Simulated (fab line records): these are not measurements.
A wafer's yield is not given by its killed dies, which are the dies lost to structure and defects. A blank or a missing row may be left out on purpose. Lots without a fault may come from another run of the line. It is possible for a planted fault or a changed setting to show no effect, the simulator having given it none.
fab line records	flow sky130
record lots=6	wafers=18	last-day=50
route steps=708 shown LOCAL_INTERCONNECT@402 CONTACT@406 PAD_OPEN@708
lots untouched by any fault: they come from a run of this same line in which no faults occurred
start-h: start of the lot's first displayed wafer, in hours after the record's first day	wait-h: hours from the lot's prior step to this one	" the same as in the row above	L1.1+2: a row that stands for several wafers	- no value, or no start given	* or withheld: withheld	< > ~ a bound
route shown NAME@n: a module of which the file shows steps, and the number in the route of the first	usual: mean/standard deviation of fault-free wafers	same: alike in all rows	chamber/n: place in a boat	sites: the reading at each site	_std_site: their standard deviation	_edge_site: mean of outer sites minus mean of inner sites	radius-mm: for every site, how far away it sits from the centre of the wafer	mask NAME#n: copy n	behind: tool/chamber where the wafer was last shaped	hold: why the lot was held/for how many hours/how that ended	device: which transistor (n, p or np) failed to switch	end of line: at the end of the route, the tests of the same wafers	a step given without rows: its recipe and nothing more	killed: dies that structure and defects cost at the first sort, which is not the same as the wafer's yield	map: per-die view of a wafer (x killed, . not killed, _ where there is no die)
set.NAME: the setting as run; set.NAME@STEP: as run at that earlier step	model.NAME: the simulator's own value behind a step, which no gauge read
a table for each step, a row for each wafer; lots at some steps of the route
services: a tool's chamber out of use, with start hour (start-h, from the record's first day; less than 0 if before it), hours out, and reason
## steps
# step SKY_LOCAL_INTERCONNECT_STRIP_15
# recipe chemistry=O2/N2	power-w=1400	pressure-mtorr=1500	platen-temp-c=withheld	o2-flow-sccm=3000	n2-flow-sccm=300	overash-fraction=0.5
# usual chamber-pressure-mTorr=1500.0/1.4	drypump-motor-current-A=5.5/0.44	oes-product-au=0.426/0.0046	strip-time-to-endpoint-s=4.720/0.017
lot.wafer	tool	chamber	start-h	wait-h	chamber-pressure-mTorr	drypump-motor-current-A	oes-product-au	rf-hours-counter-h	strip-time-to-endpoint-s
L670.2	plasma-asher-04	0	716.46	0.0	1501.0	5.8	0.423	98	4.731
L670.4	"	0	"	"	1502.5	5.8	0.430	-	4.730
L670.6	"	0	"	"	1497.7	5.8	0.428	-	4.746
L674.2	plasma-asher-04	1	774.63	0.0	1499.3	5.2	0.426	3	4.746
L674.3	"	1	"	"	1497.6	5.2	0.423	-	4.740
L674.5	"	0	"	"	1501.3	5.8	0.425	-	4.732
L676.2	plasma-asher-03	1	776.98	0.0	1497.7	6.3	0.419	34	4.720
L676.3	"	0	"	"	1501.3	5.3	0.429	-	4.715
L676.6	"	0	"	"	1499.9	5.2	0.422	-	4.726
L686.1	plasma-asher-03	0	857.84	0.1	1499.9	5.3	0.429	41	4.736
L686.4	"	0	"	"	1499.8	5.3	0.417	-	4.716
L686.6	"	1	"	"	1500.6	6.3	0.430	-	4.736
L689.1	plasma-asher-03	1	866.12	0.0	1500.1	6.2	0.436	43	4.691
L689.4	"	0	"	"	1499.7	5.2	0.421	-	4.710
L689.6	"	1	"	"	1498.7	6.3	0.421	-	4.737
L692.2	plasma-asher-01	1	885.79	0.1	1499.8	5.7	0.422	78	4.734
L692.3	"	1	"	"	1500.7	5.7	0.432	-	4.726
L692.6	"	1	"	"	1498.7	5.7	0.437	-	4.723
# step SKY_LOCAL_INTERCONNECT_STRIP_16
# recipe chemistry=post-etch-residue-remover	time-s=1200	temp-c=72.5
# step SKY_LOCAL_INTERCONNECT_CLEAN_17
# recipe chemistry=IPA	time-s=180	temp-c=25
# step SKY_LOCAL_INTERCONNECT_CLEAN_18
# recipe chemistry=O3/DIW	dry=n2-spin
# step SKY_CONTACT_CVD_00
# recipe material=Si3N4	target-thk-nm=75	temp-c=400	time-s=withheld	rf-w=450
# usual heater-power-w=740/97	rf-fwd-power-W=444.4/1.7
lot.wafer	tool	chamber	start-h	wait-h	heater-power-w	rf-fwd-power-W
L670.2	pecvd-01	2	717.06	0.0	655	443.7
L670.4	"	0	"	"	722	445.1
L670.6	"	1	"	"	760	442.9
L674.2	pecvd-04	2	775.22	0.0	565	446.8
L674.3	"	0	"	"	820	442.5
L674.5	"	0	"	"	849	441.3
L676.2	pecvd-01	1	777.57	0.0	834	444.4
L676.3	"	0	"	"	881	447.3
L676.6	"	1	"	"	820	443.4
L686.1	pecvd-02	0	858.47	0.0	773	445.7
L686.4	"	1	"	"	643	442.3
L686.6	"	0	"	"	749	445.6
L689.1	pecvd-04	2	866.73	0.0	529	445.7
L689.4	"	1	"	"	679	447.6
L689.6	"	2	"	"	524	445.0
L692.2	pecvd-01	1	886.39	0.0	720	441.7
L692.3	"	0	"	"	792	447.0
L692.6	"	1	"	"	702	441.6
# step SKY_CONTACT_THK_MEAS_01
# recipe reads=Si3N4_of_CONTACT_CVD_00
# usual CONTACT_CVD_00_THK=75.2/0.99
lot.wafer	tool	chamber	start-h	wait-h	CONTACT_CVD_00_THK[nm]
L670.2	film-metro-03	-	717.11	-	74.8
L670.4	"	-	"	"	74.8
L670.6	"	-	"	"	74.7
L674.2	film-metro-03	-	775.26	-	75.1
L674.3	"	-	"	"	75.2
L674.5	"	-	"	"	76.0
L676.2	film-metro-01	-	777.63	-	74.5
L676.3	"	-	"	"	75.8
L676.6	"	-	"	"	75.1
L686.1	film-metro-03	-	858.50	-	73.7
L686.4	"	-	"	"	74.7
L686.6	"	-	"	"	75.0
L689.1	film-metro-03	-	866.76	-	75.6
L689.4	"	-	"	"	76.7
L689.6	"	-	"	"	76.6
L692.2	film-metro-04	-	886.43	-	75.8
L692.3	"	-	"	"	75.2
L692.6	"	-	"	"	76.2
# step SKY_CONTACT_HDPCVD_02
# recipe material=SiO2	target-thk-nm=565	sigma-open-frac=0.3	time-s=94.2	temp-c=600	sih4-flow-sccm=60	pressure-mtorr=6
# step SKY_CONTACT_THK_MEAS_03
# recipe reads=SiO2_of_CONTACT_HDPCVD_02
# usual CONTACT_HDPCVD_THK=564/5.5
lot.wafer	tool	chamber	start-h	wait-h	CONTACT_HDPCVD_THK[nm]
L670.2	film-metro-01	-	717.24	0.0	557
L670.4	"	-	"	"	560
L670.6	"	-	"	"	557
L674.2	film-metro-03	-	775.39	0.0	574
L674.3	"	-	"	"	565
L674.5	"	-	"	"	569
L676.2	film-metro-03	-	777.76	0.0	559
L676.3	"	-	"	"	560
L676.6	"	-	"	"	559
L686.1	film-metro-03	-	858.63	0.0	566
L686.4	"	-	"	"	561
L686.6	"	-	"	"	557
L689.1	film-metro-04	-	866.89	0.0	563
L689.4	"	-	"	"	554
L689.6	"	-	"	"	565
L692.2	film-metro-04	-	886.56	0.0	564
L692.3	"	-	"	"	565
L692.6	"	-	"	"	559
# step SKY_CONTACT_CMP_04
# recipe material=SiO2	down-force-psi=4	platen-rpm=60	pad-velocity-m-s=0.94248
# usual motor-current-A=12.2/0.99	time-to-endpoint-s=82/4
lot.wafer	tool	chamber	start-h	wait-h	motor-current-A	time-to-endpoint-s
L670.2	cmp-01	0	717.34	0.1	11.8	82
L670.4	"	1	"	"	12.7	78
L670.6	"	0	"	"	12.5	79
L674.2	cmp-01	2	775.49	0.1	12.6	86
L674.3	"	3	"	"	12.3	80
L674.5	"	1	"	"	12.1	81
L676.3	cmp-01	3	777.91	0.1	12.1	80
L676.2	"	0	"	"	12.0	79
L676.6	"	1	"	"	12.2	77
L686.1	cmp-02	3	858.79	0.1	12.6	87
L686.4	"	0	"	"	12.5	88
L686.6	"	2	"	"	13.6	78
L689.1	cmp-02	2	867.00	0.1	13.3	83
L689.4	"	0	"	"	12.9	79
L689.6	"	1	"	"	11.0	85
L692.3	cmp-01	1	886.74	0.2	11.8	76
L692.2	"	2	"	"	12.4	82
L692.6	"	2	"	"	12.4	80
# step SKY_CONTACT_BOW_MEAS_05
# recipe mode=bow
# usual CONTACT_BOW=82/6.7
lot.wafer	tool	chamber	start-h	wait-h	CONTACT_BOW[um]
L670.2	film-metro-04	-	717.61	0.2	78
L670.4	"	-	"	"	84
L670.6	"	-	"	"	82
L674.2	film-metro-01	-	775.76	0.2	78
L674.3	"	-	"	"	97
L674.5	"	-	"	"	94
L676.2	film-metro-01	-	778.13	0.1	93
L676.3	"	-	"	"	76
L676.6	"	-	"	"	78
L686.1	film-metro-04	-	858.99	0.1	79
L686.4	"	-	"	"	83
L686.6	"	-	"	"	84
L689.1	film-metro-03	-	867.25	0.2	81
L689.4	"	-	"	"	76
L689.6	"	-	"	"	93
L692.2	film-metro-01	-	887.06	0.2	90
L692.3	"	-	"	"	77
L692.6	"	-	"	"	80
# step SKY_CONTACT_DEHYDRATE_06
# recipe temp-c=200	time-s=60
# step SKY_CONTACT_HMDS_07
# recipe prime-time-s=60	prime-temp-c=120
# step SKY_CONTACT_COAT_08
# recipe resist=BARC	temp-c=withheld	time-s=withheld	spin-rpm=3000	resist-thk-nm=60
# usual spin-speed-rpm=3000.0/1.7
lot.wafer	tool	chamber	start-h	wait-h	spin-speed-rpm
L670.2	litho-track-01	0	730.76	0.1	3000.8
L670.4	"	0	"	"	3001.5
L670.6	"	0	"	"	2996.3
L674.2	litho-track-02	0	788.84	0.1	3050.9
L674.3	"	0	"	"	3052.3
L674.5	"	0	"	"	3052.2
L676.2	litho-track-02	0	791.04	0.1	3050.4
L676.3	"	0	"	"	3051.4
L676.6	"	0	"	"	3052.2
L686.1	litho-track-01	0	872.38	0.1	2996.7
L686.4	"	0	"	"	3000.4
L686.6	"	0	"	"	2997.8
L689.1	litho-track-02	0	879.87	0.1	3000.5
L689.4	"	0	"	"	2999.1
L689.6	"	0	"	"	3002.1
L692.2	litho-track-01	0	899.61	0.1	3000.8
L692.3	"	0	"	"	3002.6
L692.6	"	0	"	"	2997.1
# step SKY_CONTACT_COAT_09
# recipe resist=KrF-thick	spin-rpm=3000	resist-thk-nm=450
# step SKY_CONTACT_SOFTBAKE_10
# recipe temp-c=100	time-s=90	resist=KrF-thick
# step SKY_CONTACT_EXPOSE_11
# recipe mask-id=CTM1	na=0.8	source-shape=annular	sigma-inner=0.55	sigma-outer=0.85	target-cd-nm=170	dose-mj=38
# step SKY_CONTACT_PEB_12
# recipe peb-temp-c=withheld	peb-time-s=withheld	resist=KrF-thick
# step SKY_CONTACT_DEVELOP_13
# recipe develop-time-s=60	resist=KrF-thick	dev-temp-c=21
# step SKY_CONTACT_CD_MEAS_14
# recipe target-cd-nm=170
# usual cd-nm=169.8/1.3
lot.wafer	tool	chamber	start-h	wait-h	cd-nm
L670.2	cd-sem-02	-	744.80	-	168.5
L670.4	"	-	"	"	169.2
L670.6	"	-	"	"	169.1
L674.2	cd-sem-01	-	802.35	-	168.2
L674.3	"	-	"	"	168.5
L674.5	"	-	"	"	167.7
L676.2	cd-sem-02	-	804.78	-	170.3
L676.3	"	-	"	"	169.9
L676.6	"	-	"	"	168.3
L686.1	cd-sem-02	-	886.23	-	169.6
L686.4	"	-	"	"	170.4
L686.6	"	-	"	"	171.9
L689.1	cd-sem-01	-	893.57	-	169.2
L689.4	"	-	"	"	168.7
L689.6	"	-	"	"	167.7
L692.2	cd-sem-01	-	912.58	-	168.9
L692.3	"	-	"	"	168.0
L692.6	"	-	"	"	168.8
# step SKY_CONTACT_OVL_MEAS_15
# usual CONTACT_OVL=-6/5.2
lot.wafer	tool	chamber	start-h	wait-h	CONTACT_OVL[nm]
L670.2	overlay-01	-	744.91	0.1	-6
L670.4	"	-	"	"	-4
L670.6	"	-	"	"	-6
L674.2	overlay-01	-	802.46	0.1	-9
L674.3	"	-	"	"	-8
L674.5	"	-	"	"	0
L676.2	overlay-02	-	804.89	0.1	5
L676.3	"	-	"	"	3
L676.6	"	-	"	"	-1
L686.1	overlay-02	-	886.35	0.1	-6
L686.4	"	-	"	"	-3
L686.6	"	-	"	"	-8
L689.1	overlay-02	-	893.69	0.1	-10
L689.4	"	-	"	"	-15
L689.6	"	-	"	"	-15
L692.2	overlay-02	-	912.68	0.1	-12
L692.3	"	-	"	"	-6
L692.6	"	-	"	"	-9
# step SKY_CONTACT_ETCH_16
# recipe chemistry=N2/H2	target=BARC	ion-energy-ev=200	source-w=500	bias-w=100	pressure-mtorr=30	n2-flow-sccm=100	h2-flow-sccm=200	stop-on=SiO2	time-s=45.9	target-depth-a=600
# usual chamber-pressure-mTorr=30.00/0.031	drypump-motor-current-A=5.8/0.4	oes-product-au=0.854/0.0043	rf-fwd-power-W=494.5/2	throttle-valve-pct=13.225/0.0085
lot.wafer	tool	chamber	start-h	wait-h	chamber-pressure-mTorr	drypump-motor-current-A	oes-product-au	rf-fwd-power-W	rf-hours-counter-h	throttle-valve-pct	model.etch.depth-nm
L670.2	rie-diel-02	3	744.94	0.0	30.04	6.2	0.859	495.7	13	13.228	60.04
L670.4	"	1	"	"	30.02	6.2	0.855	494.7	-	13.230	60.18
L670.6	"	2	"	"	30.19	6.1	0.859	495.3	-	13.224	59.98
L674.2	rie-diel-02	2	802.49	0.0	29.98	6.1	0.856	492.0	8	13.248	59.68
L674.3	"	3	"	"	30.02	6.2	0.851	492.5	16	13.228	59.73
L674.5	"	0	"	"	30.00	5.3	0.850	493.7	-	13.240	59.84
L676.2	rie-diel-02	2	804.92	0.0	30.00	6.1	0.855	493.6	8	13.244	59.6
L676.3	"	3	"	"	29.99	6.2	0.849	494.7	16	13.215	59.76
L676.6	"	2	"	"	30.02	6.1	0.851	492.4	-	13.225	59.53
L686.1	rie-diel-01	1	886.39	0.0	30.07	6.3	0.853	495.7	5	13.221	60.01
L686.4	"	2	"	"	30.00	5.8	0.864	494.2	13	13.227	60.19
L686.6	"	0	"	"	30.01	5.4	0.854	492.3	-	13.226	60.09
L689.1	rie-diel-02	2	893.72	0.0	30.00	6.1	0.852	493.9	12	13.216	59.92
L689.4	"	1	"	"	29.98	6.2	0.853	497.6	12	13.224	59.95
L689.6	"	3	"	"	29.99	6.2	0.858	497.2	-	13.227	60.03
L692.2	rie-diel-02	3	912.71	0.0	30.00	6.2	0.846	494.0	20	13.230	59.96
L692.3	"	0	"	"	30.00	5.4	0.858	493.0	4	13.221	60.05
L692.6	"	3	"	"	29.96	6.2	0.851	493.0	-	13.220	60.14
# step SKY_CONTACT_ETCH_17
# recipe target=SiO2	chemistry=C4F8/O2/Ar	stop-on=Si3N4	mask-material=KrF-thick	source-w=1476	bias-w=1200	pressure-mtorr=40	c4f8-flow-sccm=withheld	O2_flow_sccm=6	Ar_flow_sccm=300	time-s=withheld	target-depth-a=3400
# usual chamber-pressure-mTorr=40.00/0.034	oes-product-au=0.891/0.0045	rf-fwd-power-W=1463/6.2
lot.wafer	tool	chamber	start-h	wait-h	chamber-pressure-mTorr	oes-product-au	rf-fwd-power-W
L670.2	rie-diel-02	3	744.98	0.0	40.05	0.887	1472
L670.4	"	1	"	"	39.97	0.896	1462
L670.6	"	2	"	"	39.98	0.892	1461
L674.2	rie-diel-02	2	802.53	0.0	39.97	0.899	1465
L674.3	"	3	"	"	40.02	0.886	1465
L674.5	"	0	"	"	40.01	0.897	1457
L676.2	rie-diel-02	2	804.96	0.0	40.03	0.888	1466
L676.3	"	3	"	"	39.99	0.883	1463
L676.6	"	2	"	"	40.00	0.885	1465
L686.1	rie-diel-01	1	886.43	0.0	40.03	0.892	1454
L686.4	"	2	"	"	39.94	0.892	1463
L686.6	"	0	"	"	40.08	0.886	1458
L689.1	rie-diel-02	2	893.76	0.0	40.02	0.891	1464
L689.4	"	1	"	"	39.92	0.905	1461
L689.6	"	3	"	"	40.05	0.894	1456
L692.2	rie-diel-02	3	912.76	0.0	39.99	0.886	1455
L692.3	"	0	"	"	40.04	0.887	1464
L692.6	"	3	"	"	40.00	0.891	1463
# step SKY_PAD_OPEN_PROBE_99
# usual killed_at_M0_to_M3=44/6.2	killed_at_M4_up=3.3/1.8	killed-at-contacts=25/5.8	killed-at-front-end=15/4	killed-at-other=0.3/0.49	killed-dies=88/8.8	killed-on-rim=17/3.6	killed-open=48/6.5	killed-short=39/6.3
# same gross-dies=492	killed-at-back-side=0
lot.wafer	tool	chamber	start-h	wait-h	killed_at_M0_to_M3	killed_at_M4_up	killed-at-contacts	killed-at-front-end	killed-at-other	killed-dies	killed-on-rim	killed-open	killed-short
L670.2	prober-02	-	1084.16	0.1	49	8	23	21	0	101	17	47	54
L670.4	prober-02	-	1084.26	0.2	41	3	24	20	1	89	20	58	31
L670.6	prober-02	-	1084.36	0.2	45	1	24	8	0	78	15	40	38
L674.2	prober-01	-	1128.31	0.1	37	1	22	12	0	72	15	40	32
L674.3	prober-01	-	1128.36	0.2	45	6	21	14	0	86	22	48	38
L674.5	prober-01	-	1128.46	0.2	39	0	24	24	0	87	21	43	44
L676.2	prober-01	-	1129.53	0.1	53	3	24	10	1	91	17	57	33
L676.3	prober-01	-	1129.58	0.2	43	1	29	12	0	85	20	43	42
L676.6	prober-01	-	1129.73	0.2	56	3	21	11	1	92	18	47	44
L686.1	prober-01	-	1190.25	0.1	44	0	20	17	0	81	19	42	39
L686.4	prober-01	-	1190.40	0.2	60	3	16	10	0	89	14	48	41
L686.6	prober-01	-	1190.50	0.2	58	2	25	11	0	96	15	58	38
L689.1	prober-02	-	1193.76	0.1	47	1	25	15	0	88	19	48	40
L689.4	prober-02	-	1193.91	0.2	57	1	33	16	0	107	26	53	54
L689.6	prober-02	-	1194.01	0.2	46	2	16	20	1	85	19	48	37
L692.2	prober-02	-	1204.32	0.1	51	7	27	17	0	102	22	58	42
L692.3	prober-02	-	1204.37	0.2	46	2	38	16	0	102	16	54	47
L692.6	prober-02	-	1204.52	0.2	39	2	31	12	0	84	20	48	34
# killed by level:class
L670.2 CONTACT:geometric-particle:open=11 VIA1:geometric-particle:open=9 METAL2:geometric-particle:short=8 VIA3:geometric-particle:open=8 FIELD_ISO:geometric-particle:short=7 VIA1:geometric-particle:short=6 METAL3:geometric-particle:short=6 METAL4:geometric-particle:short=5
L670.4 CONTACT:geometric-particle:open=13 VIA1:geometric-particle:open=11 FIELD_ISO:geometric-particle:open=7 LI_CONTACT:geometric-particle:open=6 VIA2:geometric-particle:short=6 VIA2:geometric-particle:open=5 VIA3:geometric-particle:open=5 POLY_GATE:geometric-particle:short=4
L670.6 VIA1:geometric-particle:open=13 LI_CONTACT:geometric-particle:open=6 METAL2:geometric-particle:short=6 LOCAL_INTERCONNECT:geometric-particle:short=6 CONTACT:geometric-particle:open=6 VIA2:geometric-particle:open=6 METAL1:geometric-particle:short=5 CONTACT:geometric-particle:short=4
L674.2 CONTACT:geometric-particle:open=8 POLY_GATE:geometric-particle:open=6 METAL2:geometric-particle:short=6 LI_CONTACT:geometric-particle:open=5 VIA1:geometric-particle:short=5 VIA2:geometric-particle:open=5 METAL1:geometric-particle:short=4 VIA3:geometric-particle:open=4
L674.3 VIA1:geometric-particle:open=13 CONTACT:geometric-particle:short=8 VIA3:geometric-particle:open=8 VIA1:geometric-particle:short=7 CONTACT:geometric-particle:open=6 LI_CONTACT:geometric-particle:open=5 POLY_GATE:geometric-particle:open=4 VIA3:geometric-particle:short=4
L674.5 POLY_GATE:geometric-particle:short=9 CONTACT:geometric-particle:open=9 VIA1:geometric-particle:open=9 POLY_GATE:geometric-particle:open=7 LOCAL_INTERCONNECT:geometric-particle:short=5 CONTACT:geometric-particle:short=5 VIA3:geometric-particle:short=5 METAL1:geometric-particle:short=5
L676.2 VIA1:geometric-particle:open=14 METAL1:geometric-particle:short=10 VIA3:geometric-particle:open=10 VIA2:geometric-particle:open=9 CONTACT:geometric-particle:open=8 LI_CONTACT:geometric-particle:open=7 FIELD_ISO:geometric-particle:short=4 FIELD_ISO:geometric-particle:open=3
L676.3 VIA1:geometric-particle:open=14 CONTACT:geometric-particle:open=9 CONTACT:geometric-particle:short=8 METAL1:geometric-particle:short=7 LI_CONTACT:geometric-particle:open=6 VIA1:geometric-particle:short=5 POLY_GATE:geometric-particle:open=4 LOCAL_INTERCONNECT:geometric-particle:short=4
L676.6 VIA1:geometric-particle:short=9 CONTACT:geometric-particle:open=9 VIA2:geometric-particle:open=9 METAL1:geometric-particle:short=8 LI_CONTACT:geometric-particle:open=7 VIA1:geometric-particle:open=7 VIA3:geometric-particle:open=7 METAL2:geometric-particle:short=6
L686.1 VIA1:geometric-particle:open=10 CONTACT:geometric-particle:open=9 METAL1:geometric-particle:short=9 FIELD_ISO:geometric-particle:short=6 FIELD_ISO:geometric-particle:open=5 VIA3:geometric-particle:short=5 POLY_GATE:geometric-particle:open=4 VIA1:geometric-particle:short=4
L686.4 VIA1:geometric-particle:open=15 VIA3:geometric-particle:open=9 METAL1:geometric-particle:short=7 VIA2:geometric-particle:open=7 CONTACT:geometric-particle:open=5 METAL2:geometric-particle:short=5 LI_CONTACT:geometric-particle:short=4 VIA1:geometric-particle:short=4
L686.6 VIA1:geometric-particle:open=18 CONTACT:geometric-particle:open=9 LI_CONTACT:geometric-particle:open=8 METAL1:geometric-particle:short=8 VIA3:geometric-particle:open=8 VIA1:geometric-particle:short=6 VIA2:geometric-particle:short=5 VIA2:geometric-particle:open=4
L689.1 CONTACT:geometric-particle:open=9 METAL1:geometric-particle:short=9 VIA1:geometric-particle:open=7 LI_CONTACT:geometric-particle:open=7 VIA3:geometric-particle:open=7 FIELD_ISO:geometric-particle:open=6 FIELD_ISO:geometric-particle:short=5 METAL2:geometric-particle:short=5
L689.4 LOCAL_INTERCONNECT:geometric-particle:short=13 VIA2:geometric-particle:open=12 VIA1:geometric-particle:open=10 CONTACT:geometric-particle:open=9 VIA3:geometric-particle:open=8 LI_CONTACT:geometric-particle:open=7 VIA1:geometric-particle:short=6 POLY_GATE:geometric-particle:short=5
L689.6 METAL2:geometric-particle:short=10 CONTACT:geometric-particle:open=8 VIA1:geometric-particle:open=8 VIA2:geometric-particle:open=6 FIELD_ISO:geometric-particle:open=5 METAL1:geometric-particle:short=5 VIA1:geometric-particle:short=5 POLY_GATE:geometric-particle:open=4
L692.2 VIA1:geometric-particle:open=12 VIA2:geometric-particle:open=12 CONTACT:geometric-particle:open=11 METAL1:geometric-particle:short=7 METAL4:geometric-particle:short=6 POLY_GATE:geometric-particle:open=6 VIA3:geometric-particle:open=6 LI_CONTACT:geometric-particle:open=5
L692.3 CONTACT:geometric-particle:open=17 VIA1:geometric-particle:open=10 VIA1:geometric-particle:short=8 METAL2:geometric-particle:short=7 POLY_GATE:geometric-particle:open=6 CONTACT:geometric-particle:short=6 LI_CONTACT:geometric-particle:short=6 LI_CONTACT:geometric-particle:open=6
L692.6 VIA1:geometric-particle:open=11 CONTACT:geometric-particle:open=10 LI_CONTACT:geometric-particle:open=9 VIA1:geometric-particle:short=9 VIA2:geometric-particle:open=6 CONTACT:geometric-particle:short=6 POLY_GATE:geometric-particle:short=4 VIA3:geometric-particle:open=4
## services
tool	chamber	start-h	hours	kind
pecvd-01	2	704.65	7.7	repair
rie-diel-02	-	706.38	3.3	repair
cmp-02	-	713.23	2.3	repair
rie-diel-02	0	729.74	1.8	repair
plasma-asher-04	-	733.77	9.0	pm
rie-diel-02	-	735.44	2.8	pm
pecvd-04	-	736.57	28.1	pm
rie-diel-02	0	740.23	40.9	repair
cmp-01	-	744.00	4.0	pm
cmp-01	-	748.00	5.9	pm
plasma-asher-04	-	751.52	1.1	repair
pecvd-01	2	759.23	22.4	repair
pecvd-04	2	787.13	11.5	repair
plasma-asher-04	-	791.93	2.8	repair
plasma-asher-03	-	799.73	8.2	pm
cmp-02	-	801.44	1.0	repair
rie-diel-01	-	842.29	36.4	repair
cmp-02	-	845.36	4.0	pm
cmp-01	-	864.84	4.7	pm
pecvd-01	-	873.54	0.4	repair
plasma-asher-04	-	885.34	2.8	pm
rie-diel-01	1	889.97	5.7	repair
rie-diel-01	-	896.34	0.9	repair
pecvd-04	-	900.99	2.8	pm
## key
first-sign step=SKY_CONTACT_COAT_08	reading=spin-speed-rpm	direction=up	sigmas=31	usual=3000.0	struck=3051.6
effect none on later readings
model-effect step=SKY_CONTACT_ETCH_16	value=etch.depth-nm	without=60.2	struck=59.69
met-at SKY_CONTACT_COAT_08
struck-wafers L674.2,L674.3,L674.5,L676.2,L676.3,L676.6
tester-left-out L674,L676
fault kind=process-parameter-drift	tool=litho-track-02	chamber=-	onset-h=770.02	steps=SKY_CONTACT_COAT_08	channel=spin-rpm	offset=51.287	shape=step	end-h=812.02	acts-in=these-recipes-only	stated=3000
# tester-left-out: of these lots the tester's yield and bins aren't shown, on N5 and GAA mostly nor the transistor test; their killed dies are dies lost to structure and defects alone, not to doping, threshold or leakage, so they don't give the yield
